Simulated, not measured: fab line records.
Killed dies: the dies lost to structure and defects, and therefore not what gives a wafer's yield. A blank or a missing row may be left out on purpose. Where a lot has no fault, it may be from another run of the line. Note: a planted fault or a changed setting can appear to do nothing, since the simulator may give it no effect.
Which tool did it? / flow sky130 / 13 lots with 38 wafers sampled at 5 steps, on a route of 708 steps

WHAT THE GAUGES READ, wafer by wafer
The record lacks any reading of a measuring or inspecting step that a usual standard deviation could be used to judge.

WHICH TOOL RAN EACH LOT (tool, then ch and the chambers of the sampled wafers, then the start)
lot=L382; SKY_LDD_LDN_CLEAN_14=wetBench-04 ch 1, day 22 17:32; SKY_METAL4_METAL_ETCH_18=rieMetal-02 ch 0,1, day 41 12:40; SKY_PASSIVATION_CVD_00=pecvd-01 ch 0,2, day 43 15:10; SKY_PASSIVATION_STRIP_12=plasmaAsher-04 ch 0,1, day 44 14:00; SKY_PAD_OPEN_PROBE_99=-
lot=L383; SKY_LDD_LDN_CLEAN_14=wetBench-03 ch 3, day 22 21:47; SKY_METAL4_METAL_ETCH_18=rieMetal-03 ch 0,1, day 41 18:14; SKY_PASSIVATION_CVD_00=pecvd-03 ch 0,1,2, day 43 19:53; SKY_PASSIVATION_STRIP_12=plasmaAsher-01 ch 0,1, day 44 18:14; SKY_PAD_OPEN_PROBE_99=-
lot=L385; SKY_LDD_LDN_CLEAN_14=wetBench-02 ch 3, day 23 18:56; SKY_METAL4_METAL_ETCH_18=rieMetal-03 ch 0,1, day 42 07:31; SKY_PASSIVATION_CVD_00=pecvd-03 ch 0,1, day 44 08:43; SKY_PASSIVATION_STRIP_12=plasmaAsher-01 ch 0,1, day 45 06:35; SKY_PAD_OPEN_PROBE_99=-
lot=L387; SKY_LDD_LDN_CLEAN_14=wetBench-02 ch 0, day 24 15:58; SKY_METAL4_METAL_ETCH_18=rieMetal-02 ch 0,1, day 43 03:03; SKY_PASSIVATION_CVD_00=pecvd-01 ch 1,2, day 45 02:34; SKY_PASSIVATION_STRIP_12=plasmaAsher-02 ch 0,1, day 46 00:33; SKY_PAD_OPEN_PROBE_99=-
lot=L389; SKY_LDD_LDN_CLEAN_14=wetBench-02 ch 2, day 25 01:50; SKY_METAL4_METAL_ETCH_18=rieMetal-04 ch 0, day 43 12:38; SKY_PASSIVATION_CVD_00=pecvd-03 ch 1,2, day 45 11:32; SKY_PASSIVATION_STRIP_12=plasmaAsher-02 ch 1, day 46 08:25; SKY_PAD_OPEN_PROBE_99=-
lot=L388; SKY_LDD_LDN_CLEAN_14=wetBench-04 ch 1, day 25 02:56; SKY_METAL4_METAL_ETCH_18=rieMetal-03 ch 0,1, day 43 20:14; SKY_PASSIVATION_CVD_00=pecvd-02 ch 0,1, day 45 18:13; SKY_PASSIVATION_STRIP_12=plasmaAsher-04 ch 0,1, day 46 15:12; SKY_PAD_OPEN_PROBE_99=-
lot=L390; SKY_LDD_LDN_CLEAN_14=wetBench-04 ch 3, day 25 19:56; SKY_METAL4_METAL_ETCH_18=rieMetal-03 ch 0,1, day 44 00:41; SKY_PASSIVATION_CVD_00=pecvd-03 ch 1,2, day 45 23:26; SKY_PASSIVATION_STRIP_12=plasmaAsher-02 ch 0,1, day 46 19:37; SKY_PAD_OPEN_PROBE_99=-
lot=L394; SKY_LDD_LDN_CLEAN_14=wetBench-04 ch 2, day 27 19:43; SKY_METAL4_METAL_ETCH_18=rieMetal-02 ch 0, day 45 13:38; SKY_PASSIVATION_CVD_00=pecvd-02 ch 0,1, day 47 09:31; SKY_PASSIVATION_STRIP_12=plasmaAsher-01 ch 0,1, day 48 04:14; SKY_PAD_OPEN_PROBE_99=-
lot=L398; SKY_LDD_LDN_CLEAN_14=wetBench-04 ch 1, day 28 11:26; SKY_METAL4_METAL_ETCH_18=rieMetal-03 ch 0,1, day 45 23:36; SKY_PASSIVATION_CVD_00=pecvd-02 ch 0,1,2, day 47 19:22; SKY_PASSIVATION_STRIP_12=plasmaAsher-04 ch 0,1, day 48 14:47; SKY_PAD_OPEN_PROBE_99=prober-02, day 49 10:22
lot=L401; SKY_LDD_LDN_CLEAN_14=wetBench-03 ch 3, day 29 09:23; SKY_METAL4_METAL_ETCH_18=rieMetal-02 ch 1, day 46 17:24; SKY_PASSIVATION_CVD_00=pecvd-01 ch 0,1,2, day 48 10:40; SKY_PASSIVATION_STRIP_12=plasmaAsher-01 ch 0,1, day 49 06:05; SKY_PAD_OPEN_PROBE_99=-
lot=L402; SKY_LDD_LDN_CLEAN_14=wetBench-03 ch 0, day 29 17:05; SKY_METAL4_METAL_ETCH_18=rieMetal-03 ch 0,1, day 46 21:33; SKY_PASSIVATION_CVD_00=pecvd-01 ch 0,2, day 48 14:07; SKY_PASSIVATION_STRIP_12=plasmaAsher-01 ch 0,1, day 49 07:59; SKY_PAD_OPEN_PROBE_99=-
lot=L403; SKY_LDD_LDN_CLEAN_14=wetBench-02 ch 3, day 29 23:31; SKY_METAL4_METAL_ETCH_18=rieMetal-04 ch 0, day 47 03:40; SKY_PASSIVATION_CVD_00=pecvd-03 ch 0,1,2, day 48 21:52; SKY_PASSIVATION_STRIP_12=plasmaAsher-01 ch 0,1, day 49 16:24; SKY_PAD_OPEN_PROBE_99=-
lot=L404; SKY_LDD_LDN_CLEAN_14=wetBench-03 ch 2, day 30 02:25; SKY_METAL4_METAL_ETCH_18=rieMetal-04 ch 0, day 47 07:12; SKY_PASSIVATION_CVD_00=pecvd-02 ch 0,1,2, day 49 00:50; SKY_PASSIVATION_STRIP_12=plasmaAsher-01 ch 0,1, day 49 18:26; SKY_PAD_OPEN_PROBE_99=-
- SKY_LDD_LDN_CLEAN_14: cleans in SC1/SC2, time 150 s.
- SKY_METAL4_METAL_ETCH_18: etches the open film in Cl2/BCl3, stops on SiO2, target depth 845 nm, time 183.1 s.
- SKY_PASSIVATION_CVD_00: deposits SiO2, target thk 90 nm.
- SKY_PASSIVATION_STRIP_12: strips in O2/N2.
- SKY_PAD_OPEN_PROBE_99

WHAT THE TOOLS THEMSELVES READ (means of the sampled wafers that have a number; where no wafer has one, the mark that the record gives instead)
SKY_METAL4_METAL_ETCH_18. Usual: chamberPressureMTorr 10.001 mTorr, standard deviation 0.0089; drypumpMotorCurrentA 6.02 A, standard deviation 0.27; oesProductAu 0.864 a.u., standard deviation 0.0062; throttleValvePct 22.263 %, standard deviation 0.009.
lot=L382; tool=rieMetal-02; chamberPressureMTorr (mTorr)=9.996; drypumpMotorCurrentA (A)=6.13; oesProductAu (a.u.)=0.857; throttleValvePct (%)=22.256; flag=
lot=L383; tool=rieMetal-03; chamberPressureMTorr (mTorr)=10.002; drypumpMotorCurrentA (A)=5.74; oesProductAu (a.u.)=0.868; throttleValvePct (%)=22.260; flag=
lot=L385; tool=rieMetal-03; chamberPressureMTorr (mTorr)=9.995; drypumpMotorCurrentA (A)=5.74; oesProductAu (a.u.)=0.868; throttleValvePct (%)=22.262; flag=
lot=L387; tool=rieMetal-02; chamberPressureMTorr (mTorr)=9.995; drypumpMotorCurrentA (A)=6.09; oesProductAu (a.u.)=0.866; throttleValvePct (%)=22.264; flag=
lot=L389; tool=rieMetal-04; chamberPressureMTorr (mTorr)=10.004; drypumpMotorCurrentA (A)=6.12; oesProductAu (a.u.)=0.868; throttleValvePct (%)=22.256; flag=
lot=L388; tool=rieMetal-03; chamberPressureMTorr (mTorr)=9.999; drypumpMotorCurrentA (A)=5.72; oesProductAu (a.u.)=0.863; throttleValvePct (%)=22.266; flag=
lot=L390; tool=rieMetal-03; chamberPressureMTorr (mTorr)=9.996; drypumpMotorCurrentA (A)=5.93; oesProductAu (a.u.)=0.873; throttleValvePct (%)=22.266; flag=
lot=L394; tool=rieMetal-02; chamberPressureMTorr (mTorr)=9.992; drypumpMotorCurrentA (A)=6.21; oesProductAu (a.u.)=0.865; throttleValvePct (%)=22.260; flag=
lot=L398; tool=rieMetal-03; chamberPressureMTorr (mTorr)=10.002; drypumpMotorCurrentA (A)=5.73; oesProductAu (a.u.)=0.867; throttleValvePct (%)=22.271; flag=
lot=L401; tool=rieMetal-02; chamberPressureMTorr (mTorr)=10.001; drypumpMotorCurrentA (A)=6.04; oesProductAu (a.u.)=0.860; throttleValvePct (%)=22.267; flag=
lot=L402; tool=rieMetal-03; chamberPressureMTorr (mTorr)=9.993; drypumpMotorCurrentA (A)=5.73; oesProductAu (a.u.)=0.856; throttleValvePct (%)=22.263; flag=
lot=L403; tool=rieMetal-04; chamberPressureMTorr (mTorr)=10.001; drypumpMotorCurrentA (A)=6.12; oesProductAu (a.u.)=0.867; throttleValvePct (%)=22.267; flag=
lot=L404; tool=rieMetal-04; chamberPressureMTorr (mTorr)=10.004; drypumpMotorCurrentA (A)=6.12; oesProductAu (a.u.)=0.857; throttleValvePct (%)=22.265; flag=

SKY_PASSIVATION_CVD_00. Usual: 737 W for heaterPowerW, sd 120.
lot=L382; tool=pecvd-01; heaterPowerW (W)=719; flag=
lot=L383; tool=pecvd-03; heaterPowerW (W)=810; flag=
lot=L385; tool=pecvd-03; heaterPowerW (W)=832; flag=
lot=L387; tool=pecvd-01; heaterPowerW (W)=765; flag=
lot=L389; tool=pecvd-03; heaterPowerW (W)=820; flag=
lot=L388; tool=pecvd-02; heaterPowerW (W)=728; flag=
lot=L390; tool=pecvd-03; heaterPowerW (W)=879; flag=
lot=L394; tool=pecvd-02; heaterPowerW (W)=685; flag=
lot=L398; tool=pecvd-02; heaterPowerW (W)=608; flag=
lot=L401; tool=pecvd-01; heaterPowerW (W)=759; flag=
lot=L402; tool=pecvd-01; heaterPowerW (W)=725; flag=
lot=L403; tool=pecvd-03; heaterPowerW (W)=830; flag=
lot=L404; tool=pecvd-02; heaterPowerW (W)=663; flag=

SKY_PASSIVATION_STRIP_12. Usual: chamberPressureMTorr 1499.9 mTorr, standard deviation 1.4; drypumpMotorCurrentA 5.75 A, standard deviation 0.27; oesProductAu 0.661 a.u., standard deviation 0.0044; stripTimeToEndpointS 31.56 s, standard deviation 0.16.
lot=L382; tool=plasmaAsher-04; chamberPressureMTorr (mTorr)=1498.5; drypumpMotorCurrentA (A)=5.92; oesProductAu (a.u.)=0.661; stripTimeToEndpointS (s)=31.63; flag=
lot=L383; tool=plasmaAsher-01; chamberPressureMTorr (mTorr)=1500.2; drypumpMotorCurrentA (A)=5.81; oesProductAu (a.u.)=0.660; stripTimeToEndpointS (s)=31.35; flag=
lot=L385; tool=plasmaAsher-01; chamberPressureMTorr (mTorr)=1500.7; drypumpMotorCurrentA (A)=5.63; oesProductAu (a.u.)=0.658; stripTimeToEndpointS (s)=31.56; flag=
lot=L387; tool=plasmaAsher-02; chamberPressureMTorr (mTorr)=1499.3; drypumpMotorCurrentA (A)=5.64; oesProductAu (a.u.)=0.658; stripTimeToEndpointS (s)=31.66; flag=
lot=L389; tool=plasmaAsher-02; chamberPressureMTorr (mTorr)=1499.6; drypumpMotorCurrentA (A)=5.45; oesProductAu (a.u.)=0.656; stripTimeToEndpointS (s)=31.56; flag=
lot=L388; tool=plasmaAsher-04; chamberPressureMTorr (mTorr)=1501.1; drypumpMotorCurrentA (A)=6.06; oesProductAu (a.u.)=0.662; stripTimeToEndpointS (s)=31.64; flag=
lot=L390; tool=plasmaAsher-02; chamberPressureMTorr (mTorr)=1499.3; drypumpMotorCurrentA (A)=5.55; oesProductAu (a.u.)=0.662; stripTimeToEndpointS (s)=31.77; flag=
lot=L394; tool=plasmaAsher-01; chamberPressureMTorr (mTorr)=1500.8; drypumpMotorCurrentA (A)=5.74; oesProductAu (a.u.)=0.665; stripTimeToEndpointS (s)=31.77; flag=
lot=L398; tool=plasmaAsher-04; chamberPressureMTorr (mTorr)=1500.7; drypumpMotorCurrentA (A)=5.92; oesProductAu (a.u.)=0.660; stripTimeToEndpointS (s)=31.62; flag=
lot=L401; tool=plasmaAsher-01; chamberPressureMTorr (mTorr)=1499.2; drypumpMotorCurrentA (A)=5.82; oesProductAu (a.u.)=0.664; stripTimeToEndpointS (s)=31.64; flag=
lot=L402; tool=plasmaAsher-01; chamberPressureMTorr (mTorr)=1499.6; drypumpMotorCurrentA (A)=5.82; oesProductAu (a.u.)=0.659; stripTimeToEndpointS (s)=31.44; flag=
lot=L403; tool=plasmaAsher-01; chamberPressureMTorr (mTorr)=1501.2; drypumpMotorCurrentA (A)=5.82; oesProductAu (a.u.)=0.662; stripTimeToEndpointS (s)=31.55; flag=
lot=L404; tool=plasmaAsher-01; chamberPressureMTorr (mTorr)=1500.4; drypumpMotorCurrentA (A)=5.62; oesProductAu (a.u.)=0.661; stripTimeToEndpointS (s)=31.28; flag=

SKY_PAD_OPEN_PROBE_99. Usual: killed_at_M0_to_M3 42, standard deviation 7.1; killed_at_M4_up 3.0, standard deviation 1.7; killedAtContacts 25, standard deviation 5; killedAtFrontEnd 16, standard deviation 4.4; killedAtOther 0.5, standard deviation 1.4; killedDies 87, standard deviation 9.2; killedOpen 47, standard deviation 6.2; killedShort 39, standard deviation 6.6.
lot=L398 tool=prober-02 killed_at_M0_to_M3=34 killed_at_M4_up=3.3 killedAtContacts=18 killedAtFrontEnd=55 killedAtOther=0.7 killedDies=112 killedOpen=39 killedShort=30 flag=OFF

THE ANSWER, worked out from the rows above alone
Rule: lot off if the mean of its wafers having a number is beyond 3 standard deviations from the usual mean. Also off: a lot with no number at a reading for which 4 or more lots have one. The other lots that the step has rows for count as sound. The gauges are gone through in route order, then the tools' own readings, and for those a lot's mean is taken as printed above. The first step at which some lot is off is used, and at that step the reading that is off furthest; a lot without a number counts as furthest.
Off: L398, at SKY_PAD_OPEN_PROBE_99 (killedAtFrontEnd). Neither off nor sound, because the step has no rows for them: L382, L383, L385, L387, L389, L388, L390, L394, L401, L402, L403, L404.
If a tool, at that step or one of the process steps before it, ran each lot that is off and ran no sound lot following the first of them, it fits. Can't be told from this: 5 tools fit, wetBench-04 at SKY_LDD_LDN_CLEAN_14, rieMetal-03 at SKY_METAL4_METAL_ETCH_18, pecvd-02 at SKY_PASSIVATION_CVD_00, plasmaAsher-04 at SKY_PASSIVATION_STRIP_12, prober-02 at SKY_PAD_OPEN_PROBE_99.

WHAT HAD BEEN PUT IN BY THE SIMULATOR
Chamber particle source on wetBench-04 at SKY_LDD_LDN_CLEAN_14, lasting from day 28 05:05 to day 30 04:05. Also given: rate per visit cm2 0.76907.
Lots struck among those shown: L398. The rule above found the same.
